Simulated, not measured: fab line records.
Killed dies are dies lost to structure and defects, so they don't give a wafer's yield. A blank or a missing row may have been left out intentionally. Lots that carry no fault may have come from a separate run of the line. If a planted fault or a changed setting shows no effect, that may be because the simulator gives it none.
fab line records + flow sky130
record:
- lots: 12
- wafers: 33
- lastDay: 50
route steps=708 shown FIELD_ISO@18 DNWELL@43 NWELL@77 VT_ADJUST_LVTN@104
lots that met no fault: taken from a fault-free run of the same line
startH: start of the lot's first displayed wafer, in hours after the record's first day + waitH: how many hours have passed since the lot's step before this one + " the same as in the row above + L1.1+2: a single row standing in for several wafers + - no value, or no start given + * or withheld: withheld + < > ~ a bound
route shown NAME@n: names a module that has steps shown in the file, with the first one's number in the route + usual: mean/standard deviation taken from wafers without a fault + same: alike in all rows + chamber/n: place in a boat + sites: the reading at each site + _std_site: standard deviation of those values + _edge_site: mean of outer sites minus mean of inner sites + radiusMm: for every site, how far away it sits from the centre of the wafer + mask NAME#n: copy n + behind: tool/chamber where the wafer was last shaped + hold: cause of the lot's hold/its duration in hours/its outcome + device: whichever transistor did not switch (one of n, p or np) + end of line: the same wafers' tests at the end of the route + for a step that has no rows: nothing shown but its recipe + killed: at the first sort, the dies lost to defects and structure; wafer yield is something else + map: dies across one wafer; x = killed, . = not, _ = none there
set.NAME: the run value of the setting; set.NAME@STEP: its run value at that earlier step + model.NAME: the simulator's own value behind a step, which no gauge read
a sample of lots followed through the steps of the route, with each step as a table and each wafer as a row
services: the hour from which a tool's chamber was out of use, counted from the record's first day as startH (under 0 if before that day), plus the number of hours and why
== steps ==
step: SKY_FIELD_ISO_ETCH_17
recipe:
- targetDepthA: 3420
- maskMaterial: Si3N4
- chemistry: HBr/Cl2/O2
- target: Si
- taperDeg: 5
- icpW: 600
- biasW: 150
- pressureMtorr: 15
- HBr_flow_sccm: 150
- Cl2_flow_sccm: 40
- O2_flow_sccm: 6
- timeS: 97.7
usual:
- drypumpMotorCurrentA: 5.9/0.4
- mfcCl2Sccm: 40.01/0.12
- oesProductAu: 1.008/0.013
- rfFwdPowerW: 596.2/2
- throttleValvePct: 25.651/0.012
| lot.wafer | tool     | chamber | startH | waitH | drypumpMotorCurrentA | mfcCl2Sccm | oesProductAu | rfFwdPowerW | rfHoursCounterH | throttleValvePct |
|-----------|----------|---------|--------|-------|----------------------|------------|--------------|-------------|-----------------|------------------|
| L514.1    | rieSi-01 | 3       | 29.86  | 0.1   | 6.4                  | 39.96      | 1.007        | 597.2       | 1               | 25.654           |
| L514.4    | "        | 0       | "      | "     | 5.5                  | 39.94      | 0.981        | 596.3       | 0               | 25.655           |
| L514.6    | "        | 1       | "      | "     | 6.2                  | 40.04      | 1.002        | 594.7       | -               | 25.639           |
| L519.1    | rieSi-02 | 2       | 55.40  | 0.1   | 6.3                  | 39.94      | 1.016        | 595.3       | 1               | 25.646           |
| L519.3    | "        | 3       | "      | "     | 5.5                  | 40.16      | 1.024        | 597.7       | 29              | 25.642           |
| L519.4    | "        | 0       | "      | "     | 5.3                  | 40.06      | 1.006        | 598.0       | 102             | 25.652           |
| L520.1    | rieSi-01 | 3       | 59.89  | 0.1   | 6.4                  | 39.96      | 1.011        | 599.1       | 1               | 25.625           |
| L520.5    | "        | 3       | "      | "     | 6.4                  | 40.12      | 1.012        | 598.6       | -               | 25.671           |
| L520.6    | "        | 2       | "      | "     | 5.8                  | 40.01      | 0.999        | 598.0       | -               | 25.655           |
| L521.1    | rieSi-01 | 0       | 67.03  | 0.1   | 5.5                  | 40.27      | 0.973        | 594.8       | 1               | 25.659           |
| L521.3    | "        | 3       | "      | "     | 6.5                  | 39.91      | 1.004        | 598.7       | 2               | 25.653           |
| L521.5    | "        | 1       | "      | "     | 6.2                  | 39.79      | 0.993        | 594.3       | -               | 25.669           |
| L522.1    | rieSi-02 | 3       | 70.74  | 0.1   | 5.5                  | 40.20      | 1.023        | 594.0       | 30              | 25.637           |
| L522.4    | "        | 2       | "      | "     | 6.3                  | 40.01      | 0.998        | 599.4       | 1               | 25.652           |
| L522.5    | "        | 3       | "      | "     | 5.5                  | 40.14      | 1.017        | 593.1       | -               | 25.636           |
| L523.1    | rieSi-02 | 2       | 75.54  | 0.1   | 6.4                  | 40.03      | 1.023        | 593.9       | 1               | 25.648           |
| L523.3    | "        | 3       | "      | "     | 5.5                  | 39.94      | 1.023        | 595.6       | 30              | 25.656           |
| L523.6    | "        | 0       | "      | "     | 5.3                  | 39.81      | 1.005        | 597.5       | -               | 25.652           |
| L525.2    | rieSi-01 | 0       | 85.33  | 0.1   | 5.5                  | 40.26      | 0.987        | 596.1       | 1               | 25.664           |
| L525.4    | "        | 2       | "      | "     | 5.8                  | 39.98      | 1.011        | 596.9       | 1               | 25.649           |
| L526.2    | rieSi-01 | 1       | 90.76  | 0.1   | 6.2                  | 40.02      | 1.010        | 591.8       | 1               | 25.666           |
| L526.3    | "        | 3       | "      | "     | 6.4                  | 39.96      | 1.002        | 596.1       | 2               | 25.657           |
| L527.2    | rieSi-02 | 2       | 97.93  | 0.1   | 6.4                  | 39.86      | 1.019        | 598.0       | 1               | 25.639           |
| L527.3    | "        | 1       | "      | "     | 5.7                  | 40.04      | 1.014        | 596.4       | 126             | 25.655           |
| L534.1    | rieSi-01 | 3       | 133.39 | 0.1   | 6.5                  | 40.07      | 1.010        | 593.6       | 2               | 25.641           |
| L534.2    | "        | 2       | "      | "     | 5.8                  | 39.86      | 1.014        | 595.7       | 1               | 25.659           |
| L534.5    | "        | 2       | "      | "     | 5.8                  | 39.94      | 1.016        | 598.7       | -               | 25.642           |
| L535.2    | rieSi-02 | 3       | 138.54 | 0.1   | 5.5                  | 40.05      | 1.023        | 591.8       | 30              | 25.662           |
| L535.3    | "        | 1       | "      | "     | 5.7                  | 39.78      | 1.006        | 596.4       | 127             | 25.646           |
| L535.4    | "        | 2       | "      | "     | 6.4                  | 39.97      | 1.013        | 599.3       | 2               | 25.662           |
| L536.3    | rieSi-01 | 1       | 143.39 | 0.0   | 6.2                  | 39.90      | 1.010        | 597.3       | 1               | 25.652           |
| L536.4    | "        | 0       | "      | "     | 5.5                  | 40.06      | 0.982        | 596.9       | 1               | 25.671           |
| L536.5    | "        | 0       | "      | "     | 5.5                  | 40.20      | 0.989        | 593.0       | -               | 25.651           |
step: SKY_DNWELL_STRIP_08
recipe:
- chemistry: O2/N2
- powerW: 1400
- pressureMtorr: 1500
- platenTempC: withheld
- o2FlowSccm: 3000
- n2FlowSccm: 300
- overashFraction: 0.5
usual:
- drypumpMotorCurrentA: 5.83/0.17
- oesProductAu: 0.723/0.0048
- stripTimeToEndpointS: 36.86/0.11
same:
- overashFraction: 0.5
| lot.wafer | tool           | chamber | startH | waitH | drypumpMotorCurrentA | oesProductAu | rfHoursCounterH | stripTimeToEndpointS |
|-----------|----------------|---------|--------|-------|----------------------|--------------|-----------------|----------------------|
| L514.1    | plasmaAsher-02 | 0       | 50.56  | 0.1   | 6.00                 | 0.719        | 23              | 36.82                |
| L514.4    | "              | 1       | "      | "     | 5.57                 | 0.720        | -               | 36.82                |
| L514.6    | "              | 0       | "      | "     | 6.00                 | 0.724        | -               | 36.79                |
| L519.1    | plasmaAsher-03 | 0       | 79.04  | 0.1   | 5.99                 | 0.731        | 40              | 36.97                |
| L519.3    | "              | 1       | "      | "     | 5.65                 | 0.724        | -               | 37.05                |
| L519.4    | "              | 0       | "      | "     | 5.98                 | 0.718        | -               | 36.99                |
| L520.1    | plasmaAsher-01 | 0       | 84.29  | 0.1   | 5.93                 | 0.716        | 41              | 36.75                |
| L520.5    | "              | 1       | "      | "     | 5.95                 | 0.719        | -               | 36.84                |
| L520.6    | "              | 0       | "      | "     | 5.92                 | 0.723        | -               | 36.82                |
| L521.1    | plasmaAsher-02 | 0       | 91.29  | 0.1   | 5.98                 | 0.722        | 27              | 36.74                |
| L521.3    | "              | 0       | "      | "     | 5.97                 | 0.727        | -               | 36.89                |
| L521.5    | "              | 0       | "      | "     | 5.95                 | 0.719        | -               | 36.74                |
| L522.1    | plasmaAsher-02 | 0       | 96.41  | 0.1   | 6.00                 | 0.711        | 27              | 36.95                |
| L522.4    | "              | 0       | "      | "     | 5.98                 | 0.722        | -               | 36.93                |
| L522.5    | "              | 0       | "      | "     | 5.98                 | 0.727        | -               | 36.99                |
| L523.1    | plasmaAsher-03 | 0       | 98.78  | 0.1   | 5.99                 | 0.715        | 42              | 36.91                |
| L523.3    | "              | 1       | "      | "     | 5.67                 | 0.716        | -               | 36.95                |
| L523.6    | "              | 0       | "      | "     | 5.98                 | 0.720        | -               | 36.93                |
| L525.2    | plasmaAsher-02 | 0       | 110.74 | 0.1   | 5.98                 | 0.721        | 29              | 36.84                |
| L525.4    | "              | 1       | "      | "     | 5.55                 | 0.725        | -               | 36.93                |
| L526.2    | plasmaAsher-03 | 0       | 116.68 | 0.1   | 5.99                 | 0.718        | 44              | 36.85                |
| L526.3    | "              | 1       | "      | "     | 5.66                 | 0.719        | -               | 36.88                |
| L527.2    | plasmaAsher-02 | 0       | 121.93 | 0.1   | 6.00                 | 0.724        | 30              | 36.70                |
| L527.3    | "              | 1       | "      | "     | 5.57                 | 0.719        | -               | 36.64                |
| L534.1    | plasmaAsher-03 | 1       | 159.68 | 0.1   | 5.66                 | 0.733        | 49              | 36.63                |
| L534.2    | "              | 0       | "      | "     | 5.98                 | 0.727        | 49              | 36.55                |
| L534.5    | "              | 1       | "      | "     | 5.64                 | 0.720        | -               | 36.57                |
| L535.2    | plasmaAsher-01 | 1       | 164.51 | 0.1   | 5.94                 | 0.728        | 4               | 36.74                |
| L535.3    | "              | 0       | "      | "     | 5.92                 | 0.726        | -               | 36.74                |
| L535.4    | "              | 1       | "      | "     | 5.92                 | 0.728        | -               | 36.71                |
| L536.3    | plasmaAsher-03 | 1       | 169.75 | 0.1   | 5.61                 | 0.726        | -               | 36.75                |
| L536.4    | "              | 0       | "      | "     | 5.98                 | 0.725        | -               | 36.74                |
| L536.5    | "              | 0       | "      | "     | 5.97                 | 0.717        | -               | 36.81                |
step: SKY_NWELL_IMPLANT_24
recipe:
- species: B
- energyKev: 140
- doseCm2: 9.2e+12
- tiltDeg: withheld
usual:
- beamOnS: 10.00/0.19
- faradayCurrentUA: 51.9/1
| lot.wafer | tool         | chamber | startH | waitH | beamOnS | faradayCurrentUA |
|-----------|--------------|---------|--------|-------|---------|------------------|
| L514.1    | implanter-03 | 0       | 102.40 | 0.0   | 9.80    | 53.0             |
| L514.4    | "            | 0       | "      | "     | 9.79    | 53.1             |
| L514.6    | "            | 0       | "      | "     | 10.12   | 51.4             |
| L519.1    | implanter-03 | 0       | 134.15 | 0.0   | 10.03   | 51.6             |
| L519.3    | "            | 0       | "      | "     | 9.59    | 54.1             |
| L519.4    | "            | 0       | "      | "     | 10.35   | 50.2             |
| L520.1    | implanter-03 | 0       | 140.20 | 0.0   | 9.72    | 53.7             |
| L520.5    | "            | 0       | "      | "     | 10.14   | 51.3             |
| L520.6    | "            | 0       | "      | "     | 10.12   | 51.1             |
| L521.1    | implanter-03 | 0       | 146.65 | 0.0   | 9.81    | 53.0             |
| L521.3    | "            | 0       | "      | "     | 9.69    | 53.7             |
| L521.5    | "            | 0       | "      | "     | 10.01   | 51.8             |
| L522.1    | implanter-02 | 0       | 152.10 | 0.0   | 9.77    | 53.0             |
| L522.4    | "            | 0       | "      | "     | 10.14   | 51.2             |
| L522.5    | "            | 0       | "      | "     | 9.98    | 51.9             |
| L523.1    | implanter-01 | 0       | 156.70 | 0.0   | 10.15   | 50.9             |
| L523.3    | "            | 0       | "      | "     | 10.12   | 51.1             |
| L523.6    | "            | 0       | "      | "     | 9.81    | 53.0             |
| L525.2    | implanter-02 | 0       | 169.27 | 0.0   | 7.77    | 66.8             |
| L525.4    | "            | 0       | "      | "     | 10.19   | 50.8             |
| L526.2    | implanter-02 | 0       | 175.29 | 0.0   | 7.68    | 67.5             |
| L526.3    | "            | 0       | "      | "     | 10.09   | 51.7             |
| L527.2    | implanter-02 | 0       | 181.42 | 0.0   | 7.60    | 68.3             |
| L527.3    | "            | 0       | "      | "     | 9.79    | 53.0             |
| L534.1    | implanter-03 | 0       | 222.30 | 0.0   | 9.90    | 52.4             |
| L534.2    | "            | 0       | "      | "     | 10.15   | 51.0             |
| L534.5    | "            | 0       | "      | "     | 9.88    | 52.5             |
| L535.2    | implanter-01 | 0       | 227.78 | 0.0   | 10.37   | 50.1             |
| L535.3    | "            | 0       | "      | "     | 9.89    | 52.5             |
| L535.4    | "            | 0       | "      | "     | 9.95    | 52.3             |
| L536.3    | implanter-03 | 0       | 234.80 | 0.1   | 9.56    | 54.3             |
| L536.4    | "            | 0       | "      | "     | 9.79    | 53.1             |
| L536.5    | "            | 0       | "      | "     | 9.94    | 52.1             |
step: SKY_NWELL_TW_MEAS_26
usual:
- NWELL_2_TW: 495/3.5
| lot.wafer | tool         | chamber | startH | waitH | hold                    | NWELL_2_TW |
|-----------|--------------|---------|--------|-------|-------------------------|------------|
| L514.1    | filmMetro-01 | -       | 102.65 | 0.1   | -                       | 500        |
| L514.4    | "            | -       | "      | "     | -                       | 503        |
| L514.6    | "            | -       | "      | "     | -                       | 500        |
| L519.1    | filmMetro-03 | -       | 134.40 | 0.1   | -                       | 493        |
| L519.3    | "            | -       | "      | "     | -                       | 489        |
| L519.4    | "            | -       | "      | "     | -                       | 493        |
| L520.1    | filmMetro-03 | -       | 140.45 | 0.1   | -                       | 492        |
| L520.5    | "            | -       | "      | "     | -                       | 493        |
| L520.6    | "            | -       | "      | "     | -                       | 491        |
| L521.1    | filmMetro-03 | -       | 146.90 | 0.1   | -                       | 495        |
| L521.3    | "            | -       | "      | "     | -                       | 496        |
| L521.5    | "            | -       | "      | "     | -                       | 496        |
| L522.1    | filmMetro-03 | -       | 152.35 | 0.1   | -                       | 497        |
| L522.4    | "            | -       | "      | "     | -                       | 498        |
| L522.5    | "            | -       | "      | "     | -                       | 494        |
| L523.1    | filmMetro-03 | -       | 156.95 | 0.1   | -                       | 496        |
| L523.3    | "            | -       | "      | "     | -                       | 499        |
| L523.6    | "            | -       | "      | "     | -                       | 497        |
| L525.2    | filmMetro-04 | -       | 169.51 | 0.1   | awaitDispo/0.2h/release | 457        |
| L525.4    | "            | -       | "      | "     | awaitDispo/0.2h/release | 496        |
| L525.2    | filmMetro-04 | -       | 169.73 | 0.2   | -                       | 461        |
| L525.4    | "            | -       | "      | "     | -                       | 498        |
| L526.2    | filmMetro-01 | -       | 175.52 | 0.1   | awaitDispo/0.2h/release | 464        |
| L526.3    | "            | -       | "      | "     | awaitDispo/0.2h/release | 501        |
| L526.2    | filmMetro-01 | -       | 175.75 | 0.2   | -                       | 460        |
| L526.3    | "            | -       | "      | "     | -                       | 501        |
| L527.2    | filmMetro-03 | -       | 181.66 | 0.1   | awaitDispo/0.2h/release | 465        |
| L527.3    | "            | -       | "      | "     | awaitDispo/0.2h/release | 499        |
| L527.2    | filmMetro-03 | -       | 181.89 | 0.2   | -                       | 460        |
| L527.3    | "            | -       | "      | "     | -                       | 500        |
| L534.1    | filmMetro-04 | -       | 222.55 | 0.1   | -                       | 494        |
| L534.2    | "            | -       | "      | "     | -                       | 494        |
| L534.5    | "            | -       | "      | "     | -                       | 496        |
| L535.2    | filmMetro-01 | -       | 228.01 | 0.1   | -                       | 500        |
| L535.3    | "            | -       | "      | "     | -                       | 499        |
| L535.4    | "            | -       | "      | "     | -                       | 499        |
| L536.3    | filmMetro-04 | -       | 235.02 | 0.1   | -                       | 497        |
| L536.4    | "            | -       | "      | "     | -                       | 494        |
| L536.5    | "            | -       | "      | "     | -                       | 494        |
step: SKY_VT_ADJUST_LVTN_OVL_MEAS_07
usual:
- VT_ADJUST_LVTN_OVL: -0.4/1.7
| lot.wafer | tool       | chamber | startH | waitH | VT_ADJUST_LVTN_OVL[nm] |
|-----------|------------|---------|--------|-------|------------------------|
| L514.1    | overlay-02 | -       | 140.26 | -     | -0.1                   |
| L514.4    | "          | -       | "      | "     | -0.7                   |
| L514.6    | "          | -       | "      | "     | -1.5                   |
| L519.1    | overlay-02 | -       | 174.57 | -     | -0.1                   |
| L519.3    | "          | -       | "      | "     | -0.4                   |
| L519.4    | "          | -       | "      | "     | 0.9                    |
| L520.1    | overlay-01 | -       | 180.87 | -     | -1.6                   |
| L520.5    | "          | -       | "      | "     | -3.5                   |
| L520.6    | "          | -       | "      | "     | -2.0                   |
| L521.1    | overlay-01 | -       | 187.92 | -     | 0.8                    |
| L521.3    | "          | -       | "      | "     | 1.9                    |
| L521.5    | "          | -       | "      | "     | 0.6                    |
| L522.1    | overlay-02 | -       | 193.57 | -     | 1.1                    |
| L522.4    | "          | -       | "      | "     | 0.2                    |
| L522.5    | "          | -       | "      | "     | 0.0                    |
| L523.1    | overlay-02 | -       | 198.71 | -     | -2.3                   |
| L523.3    | "          | -       | "      | "     | -2.0                   |
| L523.6    | "          | -       | "      | "     | 0.5                    |
| L525.2    | overlay-01 | -       | 213.24 | -     | 2.5                    |
| L525.4    | "          | -       | "      | "     | 2.8                    |
| L526.2    | overlay-02 | -       | 218.83 | -     | -2.9                   |
| L526.3    | "          | -       | "      | "     | -3.8                   |
| L527.2    | overlay-02 | -       | 226.23 | -     | -0.3                   |
| L527.3    | "          | -       | "      | "     | 0.3                    |
| L534.1    | overlay-02 | -       | 267.99 | -     | -0.9                   |
| L534.2    | "          | -       | "      | "     | -0.8                   |
| L534.5    | "          | -       | "      | "     | -1.4                   |
| L535.2    | overlay-02 | -       | 273.74 | -     | -1.0                   |
| L535.3    | "          | -       | "      | "     | -1.3                   |
| L535.4    | "          | -       | "      | "     | -1.9                   |
| L536.3    | overlay-01 | -       | 283.65 | -     | 2.1                    |
| L536.4    | "          | -       | "      | "     | 0.7                    |
| L536.5    | "          | -       | "      | "     | 1.4                    |
== services ==
| tool           | chamber | startH | hours | kind          |
|----------------|---------|--------|-------|---------------|
| plasmaAsher-02 | -       | 9.82   | 15.6  | pm            |
| implanter-01   | -       | 14.69  | 1.7   | repair        |
| plasmaAsher-01 | -       | 27.38  | 4.3   | repair        |
| rieSi-02       | -       | 39.33  | 0.1   | repair        |
| rieSi-02       | -       | 56.24  | 0.6   | repair        |
| implanter-03   | -       | 57.71  | 8.3   | repair        |
| implanter-02   | -       | 70.48  | 0.8   | repair        |
| implanter-02   | -       | 80.95  | 3.1   | pm            |
| implanter-02   | -       | 85.04  | 2.7   | repair        |
| rieSi-02       | -       | 88.22  | 2.8   | pm            |
| plasmaAsher-01 | -       | 108.75 | 9.0   | pm            |
| plasmaAsher-01 | 0       | 108.75 | 9.0   | ventCycle     |
| rieSi-01       | 1       | 114.72 | 26.7  | repair        |
| rieSi-01       | 2       | 114.96 | 3.3   | repair        |
| plasmaAsher-02 | -       | 128.84 | 5.3   | repair        |
| plasmaAsher-01 | -       | 147.56 | 2.8   | pm            |
| implanter-03   | -       | 164.70 | 2.1   | pm            |
| plasmaAsher-03 | -       | 166.17 | 0.8   | repair        |
| implanter-01   | -       | 177.97 | 5.4   | repair        |
| rieSi-02       | 1       | 182.11 | -     | clean         |
| rieSi-02       | 1       | 182.11 | 18.0  | scheduledDown |
| rieSi-02       | 1       | 182.11 | 18.0  | ventCycle     |
| rieSi-02       | 0       | 186.35 | 1.9   | repair        |
| implanter-01   | -       | 198.40 | 4.2   | repair        |
== key ==
firstSign:
- step: SKY_NWELL_IMPLANT_24
- reading: faradayCurrentUA
- direction: up
- sigmas: 16
- usual: 51.9
- struck: 67.5
effect:
- step: SKY_NWELL_IMPLANT_24
- reading: beamOnS
- direction: down
- sigmas: 12
- usual: 10.00
- struck: 7.68
effect:
- step: SKY_NWELL_TW_MEAS_26
- reading: visit
- direction: added
effect:
- step: SKY_NWELL_TW_MEAS_26
- reading: NWELL_2_TW
- direction: down
- sigmas: 9.6
- usual: 495
- struck: 462
metAt SKY_NWELL_IMPLANT_24
struckLots L525,L526,L527
struckWafers L525.2,L526.2,L527.2
testerLeftOut L525,L526,L527
notActingAt SKY_FIELD_ISO_ETCH_17,SKY_DNWELL_STRIP_08,SKY_VT_ADJUST_LVTN_OVL_MEAS_07
onsetBetween 152.10 169.27
fault:
- kind: processParameterDrift
- tool: implanter-02
- chamber: -
- onsetH: 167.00
- steps: SKY_NWELL_IMPLANT_24
- channel: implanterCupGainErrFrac
- offset: 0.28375
- shape: step
- endH: 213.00
- scope: struckWafersOnly
testerLeftOut: of these lots the tester's yield and bins aren't shown, on N5 and GAA mostly nor the transistor test; their killed dies are dies lost to structure and defects alone, not to doping, threshold or leakage, so they don't give the yield
